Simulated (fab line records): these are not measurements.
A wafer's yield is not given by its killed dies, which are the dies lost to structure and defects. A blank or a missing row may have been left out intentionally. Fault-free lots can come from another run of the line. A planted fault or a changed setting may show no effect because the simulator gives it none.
One fault seen from 2 desks -- flow sky130 -- numbers are kept per desk, each desk with only its own; the story behind them comes last

== FOR THE TOOL OWNER'S DESK: iline_stepper-02 ==
The tool's own readings at SKY_PWDE_EXPOSE_04 (exposes mask PWDEM, target cd 840 nm): means of the sampled wafers that have a number, for each lot that ran on this tool. A lot is out of limits, marked OUT, if its mean lies more than 4 standard deviations from the usual mean; the brackets give that distance.
Columns: A = exposure_dose_mJ_cm2 at SKY_PWDE_EXPOSE_04, usual 213.97; B = reticle_temp_C at SKY_PWDE_EXPOSE_04, usual 23.00 C
lot,first seen here,A,B
L119,day 3 16:59,213.89,23.01
L120,day 4 01:56,214.11,23.01
L126,day 5 21:55,213.75,23.16
L127,day 6 02:59,213.85,22.99
Finding of this desk: none of the 4 lots has anything out of limits.

== THE METROLOGY DESK ==
Means of the sampled wafers that have a number, per lot and without regard to the tool the lot ran on: this is what the gauges read. A lot is out of limits, marked OUT, if its mean lies more than 4 standard deviations from the usual mean; the brackets give that distance.
Columns: A = DNWELL_TW at SKY_DNWELL_TW_MEAS_09, usual 1112; B = PWDE_OVL at SKY_PWDE_OVL_MEAS_07, usual -0.3 nm; C = PWDE_TW at SKY_PWDE_TW_MEAS_10, usual 374; D = NWELL_00_OVL at SKY_NWELL_OVL_MEAS_10, usual -0.1 nm; E = NWELL_TW at SKY_NWELL_TW_MEAS_15, usual 1812; F = NWELL_01_OVL at SKY_NWELL_OVL_MEAS_23, usual 0.3 nm
lot,first seen here,A,B,C,D,E,F
L119,day 3 09:14,1109,-0.6,371,0.1,1806,0.5
L120,day 3 17:53,1102,1.1,370,-1.6,1800,-0.7
L126,day 5 13:14,1103,-0.1,378,0.1,1804,0.2
L127,day 5 17:41,1143,-0.1,372,0.9,1806,0.5
L132,day 6 15:06,1125,-1.7,370,0.3,1788,-1.8
L134,day 7 01:10,1106,0.0,379,1.5,1793,-0.4
Finding of this desk: none of the 6 lots has anything out of limits.

== TAKEN TOGETHER ==
Nothing out of limits was seen by the tool owner's desk.
From the metrology desk's view, nothing was out of limits.

== WHAT THE SIMULATOR PUT IN ==
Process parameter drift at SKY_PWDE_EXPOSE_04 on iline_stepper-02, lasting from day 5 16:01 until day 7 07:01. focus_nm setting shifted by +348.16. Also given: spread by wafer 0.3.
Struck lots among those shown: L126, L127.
